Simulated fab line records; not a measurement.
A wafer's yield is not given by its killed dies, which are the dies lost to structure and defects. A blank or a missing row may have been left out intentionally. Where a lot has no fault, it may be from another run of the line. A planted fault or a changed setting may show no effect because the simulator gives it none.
A sampling plan put to the test :: flow sky130 :: one fab line, 8 faults that these records tell of, each judged on the records of the lots that it struck
Plan = the line's own looks (route steps where a gauge or an inspection reads the wafer without altering it). A look can be judged if struck wafers have a number there and the file gives its usual mean and standard deviation on fault-free wafers. Caught: a look later than the fault's first step finds the struck wafers' mean 4 or more of those standard deviations (sigma) from the usual mean. On the tool: the test repeated on the tool's own readings taken at the fault's steps. It also counts as caught if the struck wafers ran another recipe or if their record alone is blank.

== THE FAULTS, as the simulator had put them in ==
1. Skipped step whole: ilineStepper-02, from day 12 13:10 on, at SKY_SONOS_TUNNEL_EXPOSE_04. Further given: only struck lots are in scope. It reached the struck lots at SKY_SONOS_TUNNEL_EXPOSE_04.
2. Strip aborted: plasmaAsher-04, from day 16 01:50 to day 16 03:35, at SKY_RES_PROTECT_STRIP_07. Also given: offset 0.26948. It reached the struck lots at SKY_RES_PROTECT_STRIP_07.
3. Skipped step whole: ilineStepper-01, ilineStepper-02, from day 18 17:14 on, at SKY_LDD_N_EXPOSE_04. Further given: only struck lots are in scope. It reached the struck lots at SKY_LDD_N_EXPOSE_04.
4. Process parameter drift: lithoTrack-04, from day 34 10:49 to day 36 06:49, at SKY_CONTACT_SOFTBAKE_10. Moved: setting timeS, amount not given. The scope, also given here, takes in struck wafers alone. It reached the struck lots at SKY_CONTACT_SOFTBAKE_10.
5. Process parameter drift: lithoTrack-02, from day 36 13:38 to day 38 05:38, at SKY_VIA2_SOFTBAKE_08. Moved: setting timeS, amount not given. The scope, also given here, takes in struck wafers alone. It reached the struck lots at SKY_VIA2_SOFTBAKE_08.
6. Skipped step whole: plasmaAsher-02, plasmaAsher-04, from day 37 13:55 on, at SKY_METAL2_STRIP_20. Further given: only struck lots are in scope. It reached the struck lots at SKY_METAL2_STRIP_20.
7. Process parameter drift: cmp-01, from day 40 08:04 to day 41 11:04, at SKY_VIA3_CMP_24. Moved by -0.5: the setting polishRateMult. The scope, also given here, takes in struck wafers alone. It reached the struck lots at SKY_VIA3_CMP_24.
8. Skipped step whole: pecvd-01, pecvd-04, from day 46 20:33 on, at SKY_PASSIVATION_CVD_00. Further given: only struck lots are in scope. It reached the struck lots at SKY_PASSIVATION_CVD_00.

== WHAT THE PLAN SAW ==
fault: 1
on the tool itself: no reading that can be judged
first look that catches it: no look after it can be judged
reading, sigma: -
median hours from its first step to that look: -
hours from the fault's start to the first struck lot there: -
judged looks passed uncaught: 0

fault: 2
on the tool itself: oesProductAu +24 sigma
first look that catches it: no look after it can be judged
reading, sigma: -
median hours from its first step to that look: -
hours from the fault's start to the first struck lot there: -
judged looks passed uncaught: 0

fault: 3
on the tool itself: no reading that can be judged
first look that catches it: not the one look that can be judged after it
reading, sigma: -
median hours from its first step to that look: -
hours from the fault's start to the first struck lot there: -
judged looks passed uncaught: 1

fault: 4
on the tool itself: runLengthS -94 sigma
first look that catches it: no look after it can be judged
reading, sigma: -
median hours from its first step to that look: -
hours from the fault's start to the first struck lot there: -
judged looks passed uncaught: 0

fault: 5
on the tool itself: runLengthS -64 sigma
first look that catches it: no look after it can be judged
reading, sigma: -
median hours from its first step to that look: -
hours from the fault's start to the first struck lot there: -
judged looks passed uncaught: 0

fault: 6
on the tool itself: the tool's record is blank for the struck wafers
first look that catches it: no look after it can be judged
reading, sigma: -
median hours from its first step to that look: -
hours from the fault's start to the first struck lot there: -
judged looks passed uncaught: 0

fault: 7
on the tool itself: overpolishRunS -99 or beyond sigma
first look that catches it: no look after it can be judged
reading, sigma: -
median hours from its first step to that look: -
hours from the fault's start to the first struck lot there: -
judged looks passed uncaught: 0

fault: 8
on the tool itself: the tool's record is blank for the struck wafers
first look that catches it: no look after it can be judged
reading, sigma: -
median hours from its first step to that look: -
hours from the fault's start to the first struck lot there: -
judged looks passed uncaught: 0
A dash: the fault is not caught, or the number is missing from these records.

Caught at a look: 0 of 8. Caught on the tool: 6 of 8. By one or the other: 6 of 8.
Caught on the tool alone: faults 2, 4, 5, 6, 7, 8.
Caught by neither: faults 1, 3.
